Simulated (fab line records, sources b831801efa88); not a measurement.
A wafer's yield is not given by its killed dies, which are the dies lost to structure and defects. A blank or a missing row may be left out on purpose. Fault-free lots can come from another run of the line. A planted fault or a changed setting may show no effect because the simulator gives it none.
Matching of chambers :: flow sky130 :: pecvd-02 running SKY_CAPM_CVD_00: 3 sister chambers
The step deposits SiO2, target thk 15.5 nm. 6 wafers are shown with their chamber, then 9 later ones without.

WAFERS WITH THEIR CHAMBER
wafer: L076.4
chamber: 2
heater-power-w (W): 870

wafer: L086.1
chamber: 2
heater-power-w (W): 890

wafer: L088.2
chamber: 0
heater-power-w (W): 592

wafer: L088.4
chamber: 0
heater-power-w (W): 596

wafer: L090.4
chamber: 1
heater-power-w (W): 711

wafer: L090.5
chamber: 1
heater-power-w (W): 701

WAFERS WHOSE CHAMBER IS MISSING
wafer: L094.1
heater-power-w (W): 787

wafer: L094.2
heater-power-w (W): 799

wafer: L094.3
heater-power-w (W): 662

wafer: L094.4
heater-power-w (W): 806

wafer: L094.5
heater-power-w (W): 768

wafer: L094.6
heater-power-w (W): 650

wafer: L096.1
heater-power-w (W): 829

wafer: L096.5
heater-power-w (W): 565

wafer: L096.6
heater-power-w (W): 844

WHICH CHAMBER EACH WENT THROUGH
wafer: L094.1
from the rows above: can't be placed: 1 or 2
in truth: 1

wafer: L094.2
from the rows above: can't be placed: 2 or 1
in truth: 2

wafer: L094.3
from the rows above: 1
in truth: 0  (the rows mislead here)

wafer: L094.4
from the rows above: 2
in truth: 2

wafer: L094.5
from the rows above: 1
in truth: 1

wafer: L094.6
from the rows above: can't be placed: 0 or 1
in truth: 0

wafer: L096.1
from the rows above: 2
in truth: 2

wafer: L096.5
from the rows above: 0
in truth: 0

wafer: L096.6
from the rows above: 2
in truth: 2
Correctly placed: 5 of 9. Unplaceable from these rows: 3, with the true chamber sitting among the candidates in 3. Wrongly placed: 1.
How it was worked out, from the rows above alone: a wafer's distance from a chamber is the root of the sum, over the readings, of the square of ((its reading less the chamber's mean) divided by the reading's scatter). If the next closest chamber is less than 2 further off than the closest, the wafer can't be placed; otherwise it belongs to the closest. The mean given for a chamber averages the wafers shown for that chamber. The scatter: the root of (the sum of the squares of (reading less its chamber's mean) over the shown wafers, divided by (wafers less chambers)).
